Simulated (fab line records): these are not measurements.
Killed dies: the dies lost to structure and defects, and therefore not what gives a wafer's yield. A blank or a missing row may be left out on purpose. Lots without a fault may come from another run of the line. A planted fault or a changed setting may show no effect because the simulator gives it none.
The tool behind it: which one?	flow gf180mcu	18 wafers from 6 lots sampled at 4 of the route's 602 steps

## WHAT THE GAUGES SHOWED, per wafer
GF_PASSIVATION_THK_MEAS_03.
lot	measured	on	PASSIVATION_CVD_02_THK (nm)
L816	day 29 19:48	film metro-01	701 701 710
L818	day 30 13:36	film metro-01	699 703 712
L822	day 31 06:20	film metro-03	712 718 716
L825	day 32 11:39	film metro-03	687 696 702
L828	day 33 02:28	film metro-01	706 711 709
L835	day 35 00:49	film metro-01	705 848 705

## TOOL THAT RAN EACH LOT (tool first, then ch and the chambers of the sampled wafers, then the start)
lot	GF_V5_SPUTTER_21	GF_TOP_METAL_SPUTTER_00	GF_PASSIVATION_CVD_02
L816	pvd sputter-03, day 28 22:14	pvd sputter-02, day 28 23:07	pecvd-04 ch 0,1, day 29 19:31
L818	pvd sputter-01, day 29 16:48	pvd sputter-04, day 29 17:29	pecvd-04 ch 0,1, day 30 13:19
L822	pvd sputter-01, day 30 10:19	pvd sputter-03, day 30 11:05	pecvd-04 ch 1,2, day 31 06:02
L825	pvd sputter-01, day 31 15:58	pvd sputter-04, day 31 16:48	pecvd-03 ch 1,2, day 32 11:22
L828	pvd sputter-03, day 32 07:34	pvd sputter-04, day 32 08:15	pecvd-03 ch 0,2, day 33 02:11
L835	pvd sputter-03, day 34 08:27	pvd sputter-02, day 34 09:08	pecvd-01 ch 0,1,2, day 35 00:32
- GF_V5_SPUTTER_21: material Ti, target thk 15 nm, time 82.66 s.
- GF_TOP_METAL_SPUTTER_00: material Ti, target thk 37.5 nm, time 150 s.
- GF_PASSIVATION_CVD_02: deposits Si3N4, target thk 700 nm, time 486.18 s.

## THE ANSWER, worked out from the rows above alone
Rule: what is usual is taken from the lots themselves. Put in order of their means at a reading, lots are off if they are a third of the lots or fewer, leave a main group of 4 or more, and stand apart from it by a gap of 3 or more times the standard deviation of the main group's means; of several such gaps the widest counts. If all means in a main group match to the digits the tables above print for the reading, that group is not used. A lot without any number at a reading at which 4 lots or more have one is off too. The other lots that the step has rows for count as sound.
Off: at GF_PASSIVATION_THK_MEAS_03 (PASSIVATION_CVD_02_THK), L835. Main group: mean 706 nm, sd 6.6.
A tool fits if, at a process step before that reading, it ran every lot that is off, and no sound lot after the first of them. Those tools and the gauges at GF_PASSIVATION_THK_MEAS_03 are tried in the same way. Can't be told from this: 4 tools fit, pvd sputter-03 at GF_V5_SPUTTER_21, pvd sputter-02 at GF_TOP_METAL_SPUTTER_00, pecvd-01 at GF_PASSIVATION_CVD_02, film metro-01 at GF_PASSIVATION_THK_MEAS_03.

## WHAT THE SIMULATOR HAD INSERTED
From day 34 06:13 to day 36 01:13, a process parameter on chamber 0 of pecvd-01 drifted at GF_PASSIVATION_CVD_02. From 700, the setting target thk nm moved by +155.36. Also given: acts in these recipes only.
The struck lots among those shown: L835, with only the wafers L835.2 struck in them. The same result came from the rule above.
